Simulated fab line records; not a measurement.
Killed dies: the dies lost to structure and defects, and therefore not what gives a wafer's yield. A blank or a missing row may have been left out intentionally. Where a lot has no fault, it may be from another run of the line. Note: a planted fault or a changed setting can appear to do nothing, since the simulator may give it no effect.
A single fault, viewed from 2 desks | flow sky130 | only its own numbers are on each desk; what lay behind them is given at the end

== AT THE METROLOGY DESK ==
Lot by lot, what the gauges showed, no matter which tool ran the lot: averages of those sampled wafers that carry a number. The brackets show how far a lot's mean lies from the usual mean; more than 4 standard deviations puts the lot out of limits, marked OUT.
Columns: A = PAD_OPEN_BOW at SKY_PAD_OPEN_BOW_MEAS_13, usual 46 um
lot  | first seen here | A
L720 | day 45 18:25    | 53
L721 | day 46 09:11    | 46
L722 | day 46 13:12    | 42
L723 | day 46 16:24    | 39
L724 | day 46 19:50    | 39
L725 | day 47 05:02    | 48
L726 | day 47 11:55    | 54
L728 | day 47 15:08    | 46
L729 | day 47 22:28    | 36
L732 | day 48 14:56    | 37
L734 | day 49 01:59    | 41
L735 | day 49 04:00    | 35
L739 | day 50 01:02    | 54
This desk's verdict: no lot among the 13 shows anything out of limits.

== AT THE TOOL OWNER'S DESK: pvd_sputter-01 ==
The tool's own readings at SKY_METAL2_SPUTTER_02 (material AlCu, target thk 250 nm, time 13.3 s): means of the sampled wafers that have a number, for each lot that ran on this tool. The brackets show how far a lot's mean lies from the usual mean; more than 4 standard deviations puts the lot out of limits, marked OUT.
Columns: A = throttle_valve_pct at SKY_METAL2_SPUTTER_02, usual 30.2 %
lot  | first seen here | A
L720 | day 34 00:38    | 30.9
L721 | day 34 19:06    | 31.7
L724 | day 35 09:38    | 30.8
L725 | day 35 20:34    | 29.5
L726 | day 36 02:12    | 30.9
L728 | day 36 10:27    | 30.1
L734 | day 38 06:30    | 30.7
L735 | day 38 11:39    | 29.7
This desk's verdict: no lot among the 8 shows anything out of limits.

== TAKEN TOGETHER ==
Nothing out of limits was seen by the metrology desk.
The tool owner's desk saw nothing out of limits.

== WHAT THE SIMULATOR PUT IN ==
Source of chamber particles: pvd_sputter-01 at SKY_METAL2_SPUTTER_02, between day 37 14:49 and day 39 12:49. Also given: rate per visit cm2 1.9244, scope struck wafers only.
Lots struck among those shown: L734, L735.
